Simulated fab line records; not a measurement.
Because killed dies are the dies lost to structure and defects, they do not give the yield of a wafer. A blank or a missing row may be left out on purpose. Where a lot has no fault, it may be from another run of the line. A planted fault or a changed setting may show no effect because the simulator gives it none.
Chamber matching || flow gf180mcu || GF_V2_CMP_04 on cmp-02: 4 sister chambers
The step polishes SiO2. 8 wafers are shown with their chamber, then 8 later ones without.

== EACH WAFER AND ITS CHAMBER ==
{"wafer": "L988.5", "chamber": 0, "motor-current-A (A)": 10.4, "slurry-filter-dp-kPa (kPa)": 13.74}
{"wafer": "L990.3", "chamber": 1, "motor-current-A (A)": 11.0, "slurry-filter-dp-kPa (kPa)": 13.52}
{"wafer": "L990.6", "chamber": 1, "motor-current-A (A)": 11.6, "slurry-filter-dp-kPa (kPa)": 13.43}
{"wafer": "L991.3", "chamber": 0, "motor-current-A (A)": 12.1, "slurry-filter-dp-kPa (kPa)": 13.49}
{"wafer": "L997.3", "chamber": 2, "motor-current-A (A)": 10.5, "slurry-filter-dp-kPa (kPa)": 13.60}
{"wafer": "L997.4", "chamber": 3, "motor-current-A (A)": 9.5, "slurry-filter-dp-kPa (kPa)": 13.74}
{"wafer": "L997.5", "chamber": 2, "motor-current-A (A)": 11.0, "slurry-filter-dp-kPa (kPa)": 13.42}
{"wafer": "L101.3", "chamber": 3, "motor-current-A (A)": 10.2, "slurry-filter-dp-kPa (kPa)": 13.56}

== WAFERS WITHOUT THEIR CHAMBER ==
{"wafer": "L101.5", "motor-current-A (A)": 11.1, "slurry-filter-dp-kPa (kPa)": 13.64}
{"wafer": "L101.6", "motor-current-A (A)": 9.9, "slurry-filter-dp-kPa (kPa)": 13.55}
{"wafer": "L104.1", "motor-current-A (A)": 10.0, "slurry-filter-dp-kPa (kPa)": 13.40}
{"wafer": "L104.3", "motor-current-A (A)": 11.9, "slurry-filter-dp-kPa (kPa)": 13.74}
{"wafer": "L104.4", "motor-current-A (A)": 10.6, "slurry-filter-dp-kPa (kPa)": 13.59}
{"wafer": "L106.2", "motor-current-A (A)": 11.3, "slurry-filter-dp-kPa (kPa)": 13.49}
{"wafer": "L106.4", "motor-current-A (A)": 10.3, "slurry-filter-dp-kPa (kPa)": 13.55}
{"wafer": "L106.5", "motor-current-A (A)": 12.0, "slurry-filter-dp-kPa (kPa)": 13.46}

== THE CHAMBER EACH PASSED THROUGH ==
{"wafer": "L101.5", "from the rows above": "can't be placed: 0 or 2 or 1 or 3", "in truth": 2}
{"wafer": "L101.6", "from the rows above": "can't be placed: 3 or 2 or 0 or 1", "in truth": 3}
{"wafer": "L104.1", "from the rows above": "can't be placed: 2 or 1 or 3 or 0", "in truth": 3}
{"wafer": "L104.3", "from the rows above": "can't be placed: 0 or 1 or 2 or 3", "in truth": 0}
{"wafer": "L104.4", "from the rows above": "can't be placed: 2 or 0 or 3 or 1", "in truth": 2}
{"wafer": "L106.2", "from the rows above": "can't be placed: 1 or 2 or 0", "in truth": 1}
{"wafer": "L106.4", "from the rows above": "can't be placed: 2 or 3 or 0 or 1", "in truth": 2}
{"wafer": "L106.5", "from the rows above": "can't be placed: 1 or 0 or 2", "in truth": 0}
Correct placement for 0 of the 8. Not placeable from these rows: 8 (in 8, the candidates include the true chamber). Placed wrongly: 0.
How it was worked out, from the rows above alone: a wafer's distance from a chamber is the root of the sum, over the readings, of the square of ((its reading less the chamber's mean) divided by the reading's scatter). If the next closest chamber is less than 2 further off than the closest, the wafer can't be placed; otherwise it belongs to the closest. For every chamber, the mean is computed from those of its wafers that are shown. The scatter: the root of (the sum of the squares of (reading less its chamber's mean) over the shown wafers, divided by (wafers less chambers)).
